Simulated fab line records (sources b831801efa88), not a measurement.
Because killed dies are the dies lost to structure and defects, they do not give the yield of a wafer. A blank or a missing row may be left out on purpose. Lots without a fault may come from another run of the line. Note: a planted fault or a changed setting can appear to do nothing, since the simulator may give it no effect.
A struck lot beside a sound one	flow sky130	34 out of 708 route steps
Sound: these wafers, L814.1, L814.2, L814.4. Wafers struck: L819.1, L819.3, L819.6. The cause comes at the end.
For every step that has rows: the tool of each side, followed by ch and its chambers, followed by its first start. Under that, the readings that differ: sound wafers	struck wafers	difference of the means	sigmas: that difference in standard deviations of wafers without a fault.
alike: same words and numbers on both sides, and readings whose means sit less than 2 such deviations apart. not compared: any withheld reading, any reading some wafer has no value for, any bound like >300 that may hide the same value, and any number with overlapping values for which the record gives no deviation.
The two part at a step that has a row with sigmas, a row that says differs or no value, or rows on one side only. Non-overlapping numbers with no deviation appear without sigmas and do not part them. A reading that every wafer of one side lacks parts them only if that side has two wafers or more.

first, 7 steps without rows for these wafers: SKY_SONOS_TUNNEL_DEVELOP_06 (develop time 60 s); SKY_SONOS_TUNNEL_IMPLANT_09; SKY_SONOS_TUNNEL_WET_ETCH_10 (etches SiO2 in dHF, target depth 14 nm, time 280 s); SKY_SONOS_TUNNEL_STRIP_11 (strips in SPM, time 600 s); SKY_SONOS_TUNNEL_CLEAN_13 (cleans in dHF, time 20 s); SKY_SONOS_ONO_OXIDATION_00 (stabilise 600 s, purge 300 s, target thk 2.6 nm); SKY_SONOS_ONO_CVD_02 (deposits Si3N4 from DCS/NH3, target thk 10.5 nm, time 180 s).
SKY_SONOS_ONO_CVD_04: deposits SiO2 from SiH4/N2O, target thk 5.7199 nm.
  sound on lpcvd-03 ch 0, day 15 09:08; struck on lpcvd-03 ch 0, day 16 20:20
reading	sound	struck	difference	sigmas
model.SiO2_of_SONOS_ONO_CVD_04.thkNm (nm)	5.794 5.802 5.757	8.304 8.382 8.303	+2.545	
  alike: zonePowerBottomPct
SKY_SONOS_ONO_THK_MEAS_05:
  struck on filmMetro-01, day 16 21:35; sound on filmMetro-01, day 15 10:23
reading	sound	struck	difference	sigmas
SONOS_ONO_CVD_04_THK (nm)	5.80 5.81 5.80	8.30 8.42 8.25	+2.52	+25
then, 23 steps without rows for these wafers: SKY_SONOS_ONO_DEHYDRATE_06 (time 60 s); SKY_SONOS_ONO_HMDS_07 (prime time 60 s); SKY_SONOS_ONO_COAT_08 (resist thk 1140 nm); SKY_SONOS_ONO_SOFTBAKE_09 (time 60 s); SKY_SONOS_ONO_EXPOSE_10 (exposes mask ONOM, target cd 410 nm); SKY_SONOS_ONO_PEB_11; SKY_SONOS_ONO_DEVELOP_12 (develop time 60 s); SKY_SONOS_ONO_ETCH_15 (etches the open film in CHF3/O2, target depth 19.52 nm, time 7.8 s); SKY_SONOS_ONO_WET_ETCH_16 (etches SiO2 in dHF, target depth 14 nm, time 280 s); SKY_SONOS_ONO_STRIP_17 (strips in O2/N2); SKY_SONOS_ONO_WET_ETCH_18 (etches Si3N4 in H3PO4, target depth 15 nm, time 172 s); SKY_GATE_OXIDE_CLEAN_00 (cleans in SC1/SC2, time 150 s); SKY_GATE_OXIDE_OXIDATION_01 (stabilise 600 s, purge 300 s, target thk 10.268 nm); SKY_GATE_OXIDE_DEHYDRATE_03 (time 60 s); SKY_GATE_OXIDE_HMDS_04 (prime time 60 s); SKY_GATE_OXIDE_COAT_05 (resist thk 1140 nm); SKY_GATE_OXIDE_SOFTBAKE_06 (time 60 s); SKY_GATE_OXIDE_EXPOSE_07 (exposes mask LVOM, target cd 600 nm); SKY_GATE_OXIDE_PEB_08; SKY_GATE_OXIDE_DEVELOP_09 (develop time 60 s); SKY_GATE_OXIDE_IMPLANT_11; SKY_GATE_OXIDE_WET_ETCH_12 (etches SiO2 in dHF, target depth 16.8 nm, time 336 s); SKY_GATE_OXIDE_STRIP_13 (strips in O2/N2).
-- the record jumps here: 3 days lie between the struck wafers' starts before and after --
SKY_GATE_OXIDE_CLEAN_15: cleans in SC1/SC2, time 150 s.
  sound on wetBench-03 ch 0, day 17 21:33; struck on wetBench-04 ch 1, day 19 12:23
reading	sound	struck	difference	sigmas
model.SiO2_of_SONOS_ONO_CVD_04.thkNm (nm)	4.286 4.291 4.246	6.772 6.847 6.771	+2.522	
-- a jump in the record: the struck wafers' starts before and after are 30 days apart (it breaks off in module GATE_OXIDE and resumes in module PAD_OPEN, where the first step shown is number 708 of the route) --
SKY_PAD_OPEN_PROBE_99:
  record: rows for the struck wafers here (prober-02, day 49 19:07), none for the sound ones

## WHERE THEY PART
First at SKY_SONOS_ONO_THK_MEAS_05; last, within this record, at SKY_PAD_OPEN_PROBE_99.

WHY: what the simulator had put in
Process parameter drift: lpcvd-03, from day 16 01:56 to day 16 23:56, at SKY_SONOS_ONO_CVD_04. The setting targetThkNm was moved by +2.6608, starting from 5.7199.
